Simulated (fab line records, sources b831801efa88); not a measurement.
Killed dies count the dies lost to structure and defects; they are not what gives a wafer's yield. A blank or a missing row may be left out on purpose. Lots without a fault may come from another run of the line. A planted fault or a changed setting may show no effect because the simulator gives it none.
What tool caused it? / flow gf180mcu / 13 lots with 39 wafers sampled at 4 steps, on a route of 602 steps

## WHAT THE GAUGES READ, wafer by wafer
GF_VT_IMPLANT_RS_MEAS_47: a four-point-probe measurement.
lot=L956; measured=day 7 10:01; on=film_metro-03; NWELL_RS (ohm/sq)=489.3 488.5 487.5
lot=L958; measured=day 7 23:56; on=film_metro-04; NWELL_RS (ohm/sq)=489.1 488.3 488.5
lot=L959; measured=day 8 07:23; on=film_metro-04; NWELL_RS (ohm/sq)=488.8 490.7 489.8
lot=L960; measured=day 8 11:40; on=film_metro-04; NWELL_RS (ohm/sq)=489.3 489.9 488.4
lot=L962; measured=day 9 07:12; on=film_metro-01; NWELL_RS (ohm/sq)=496.1 497.7 496.8
lot=L964; measured=day 10 00:01; on=film_metro-03; NWELL_RS (ohm/sq)=495.2 495.1 493.7
lot=L971; measured=day 12 01:17; on=film_metro-04; NWELL_RS (ohm/sq)=490.4 489.3 488.5
lot=L973; measured=day 12 12:37; on=film_metro-01; NWELL_RS (ohm/sq)=488.7 489.0 489.2
lot=L974; measured=day 12 15:22; on=film_metro-01; NWELL_RS (ohm/sq)=489.3 488.3 489.9
lot=L976; measured=day 13 01:25; on=film_metro-01; NWELL_RS (ohm/sq)=486.9 488.0 489.2
lot=L977; measured=day 13 10:16; on=film_metro-03; NWELL_RS (ohm/sq)=487.0 487.0 486.6
lot=L978; measured=day 13 17:46; on=film_metro-01; NWELL_RS (ohm/sq)=487.7 486.5 488.2
lot=L979; measured=day 13 23:53; on=film_metro-04; NWELL_RS (ohm/sq)=486.2 487.1 486.4

GF_V2_THK_MEAS_03.
lot=L956; measured=day 18 22:04; on=film_metro-04; V2_CVD_02_THK (nm)=851 868 867
lot=L958; measured=day 19 18:45; on=film_metro-03; V2_CVD_02_THK (nm)=837 860 844
lot=L959; measured=day 20 04:42; on=film_metro-03; V2_CVD_02_THK (nm)=854 857 854
lot=L960; measured=day 20 11:49; on=film_metro-01; V2_CVD_02_THK (nm)=838 823 837
lot=L962; measured=day 21 14:11; on=film_metro-01; V2_CVD_02_THK (nm)=857 846 861
lot=L964; measured=day 22 11:14; on=film_metro-04; V2_CVD_02_THK (nm)=858 866 864
lot=L971; measured=day 25 00:58; on=film_metro-01; V2_CVD_02_THK (nm)=838 848 857
lot=L973; measured=day 25 15:06; on=film_metro-01; V2_CVD_02_THK (nm)=852 837 872
lot=L974; measured=day 25 15:48; on=film_metro-01; V2_CVD_02_THK (nm)=850 856 843
lot=L976; measured=day 26 03:11; on=film_metro-03; V2_CVD_02_THK (nm)=856 842 880
lot=L977; measured=day 26 10:09; on=film_metro-04; V2_CVD_02_THK (nm)=862 842 865
lot=L978; measured=day 26 19:17; on=film_metro-04; V2_CVD_02_THK (nm)=853 863 866
lot=L979; measured=day 27 03:22; on=film_metro-03; V2_CVD_02_THK (nm)=818 825 832

GF_V2_BOW_MEAS_05.
lot=L956; measured=day 18 22:25; on=film_metro-04; V2_BOW (um)=118 115 103
lot=L958; measured=day 19 19:07; on=film_metro-04; V2_BOW (um)=99 99 110
lot=L959; measured=day 20 05:04; on=film_metro-01; V2_BOW (um)=107 107 113
lot=L960; measured=day 20 12:11; on=film_metro-01; V2_BOW (um)=99 108 97
lot=L962; measured=day 21 14:32; on=film_metro-04; V2_BOW (um)=99 100 94
lot=L964; measured=day 22 11:36; on=film_metro-01; V2_BOW (um)=101 94 104
lot=L971; measured=day 25 01:20; on=film_metro-03; V2_BOW (um)=95 94 96
lot=L973; measured=day 25 15:28; on=film_metro-03; V2_BOW (um)=104 110 97
lot=L974; measured=day 25 16:10; on=film_metro-03; V2_BOW (um)=101 104 102
lot=L976; measured=day 26 03:33; on=film_metro-04; V2_BOW (um)=101 104 101
lot=L977; measured=day 26 10:31; on=film_metro-01; V2_BOW (um)=107 108 105
lot=L978; measured=day 26 19:39; on=film_metro-01; V2_BOW (um)=100 100 100
lot=L979; measured=day 27 03:44; on=film_metro-04; V2_BOW (um)=119 102 107

## TOOL THAT RAN EACH LOT (tool first, then ch and the chambers of the sampled wafers, then the start)
lot=L956; GF_NWELL_IMPLANT_09=implanter-02 ch 0, day 3 07:17
lot=L958; GF_NWELL_IMPLANT_09=implanter-04 ch 0, day 3 18:10
lot=L959; GF_NWELL_IMPLANT_09=implanter-02 ch 0, day 3 23:37
lot=L960; GF_NWELL_IMPLANT_09=implanter-02 ch 0, day 4 04:14
lot=L962; GF_NWELL_IMPLANT_09=implanter-02 ch 0, day 4 18:56
lot=L964; GF_NWELL_IMPLANT_09=implanter-02 ch 0, day 5 06:58
lot=L971; GF_NWELL_IMPLANT_09=implanter-01 ch 0, day 6 23:07
lot=L973; GF_NWELL_IMPLANT_09=implanter-01 ch 0, day 7 08:14
lot=L974; GF_NWELL_IMPLANT_09=implanter-04 ch 0, day 7 10:59
lot=L976; GF_NWELL_IMPLANT_09=implanter-04 ch 0, day 7 20:13
lot=L977; GF_NWELL_IMPLANT_09=implanter-01 ch 0, day 8 03:08
lot=L978; GF_NWELL_IMPLANT_09=implanter-04 ch 0, day 8 08:53
lot=L979; GF_NWELL_IMPLANT_09=implanter-01 ch 0, day 8 12:35
- GF_NWELL_IMPLANT_09

## AS READ BY THE TOOLS THEMSELVES (means over the sampled wafers that have a number; for cases with no such wafer, the mark the record gives instead)
GF_NWELL_IMPLANT_09.
lot=L956 tool=implanter-02 dose_ions_cm2=4.000e+12 faraday_current_uA=22.7
lot=L958 tool=implanter-04 dose_ions_cm2=3.995e+12 faraday_current_uA=22.9
lot=L959 tool=implanter-02 dose_ions_cm2=3.997e+12 faraday_current_uA=22.4
lot=L960 tool=implanter-02 dose_ions_cm2=4.000e+12 faraday_current_uA=22.3
lot=L962 tool=implanter-02 dose_ions_cm2=3.621e+12 faraday_current_uA=20.5
lot=L964 tool=implanter-02 dose_ions_cm2=3.624e+12 faraday_current_uA=20.7
lot=L971 tool=implanter-01 dose_ions_cm2=4.002e+12 faraday_current_uA=22.3
lot=L973 tool=implanter-01 dose_ions_cm2=4.001e+12 faraday_current_uA=22.7
lot=L974 tool=implanter-04 dose_ions_cm2=3.997e+12 faraday_current_uA=22.7
lot=L976 tool=implanter-04 dose_ions_cm2=3.998e+12 faraday_current_uA=22.8
lot=L977 tool=implanter-01 dose_ions_cm2=3.994e+12 faraday_current_uA=22.9
lot=L978 tool=implanter-04 dose_ions_cm2=4.001e+12 faraday_current_uA=22.5
lot=L979 tool=implanter-01 dose_ions_cm2=3.998e+12 faraday_current_uA=22.4

## THE ANSWER, worked out from the rows above alone
Rule: what is usual is taken from the lots themselves. Put in order of their means at a reading, lots are off if they are a third of the lots or fewer, leave a main group of 4 or more, and stand apart from it by a gap of 3 or more times the standard deviation of the main group's means; of several such gaps the widest counts. The tables above print the reading to a certain number of digits; a main group whose means all agree to those digits is not used. Also off: a lot with no number at a reading for which 4 or more lots have one. The other lots that the step has rows for count as sound. Order of review: gauges by route order, followed by the tools' own readings, for which a lot's mean as printed above is used. The first step at which some lot is off is used, and at that step the reading that is off furthest; a lot without a number counts as furthest.
Off: at GF_VT_IMPLANT_RS_MEAS_47 (NWELL_RS), L962, L964. Mean 488.4 ohm/sq and standard deviation 1 in the main group.
A tool fits if, at a process step before that reading, it ran every lot that is off, and no sound lot after the first of them. The gauges at GF_VT_IMPLANT_RS_MEAS_47 aren't tried: what is off there is off at GF_NWELL_IMPLANT_09 too, on other tools, and a gauge's error can't cause that. One candidate fits, namely implanter-02 at GF_NWELL_IMPLANT_09. Its last sound lot is L960 (day 4 04:14), its first lot that is off L962 (day 4 18:56): a fault that began between those two fits.
The tool's own readings at GF_NWELL_IMPLANT_09 bear it out: on the lots that are off they differ by more than 5 times the standard deviation of the sound lots' means. dose_ions_cm2 reads 3.622e+12 there against 3.998e+12 on the sound lots; faraday_current_uA reads 20.6 there against 22.6 on the sound lots.

## WHAT THE SIMULATOR HAD INSERTED
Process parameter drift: implanter-02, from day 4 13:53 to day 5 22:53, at GF_NWELL_IMPLANT_09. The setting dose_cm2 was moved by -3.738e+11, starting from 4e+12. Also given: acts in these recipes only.
Struck lots among those shown: L962, L964. Same finding as the rule above.
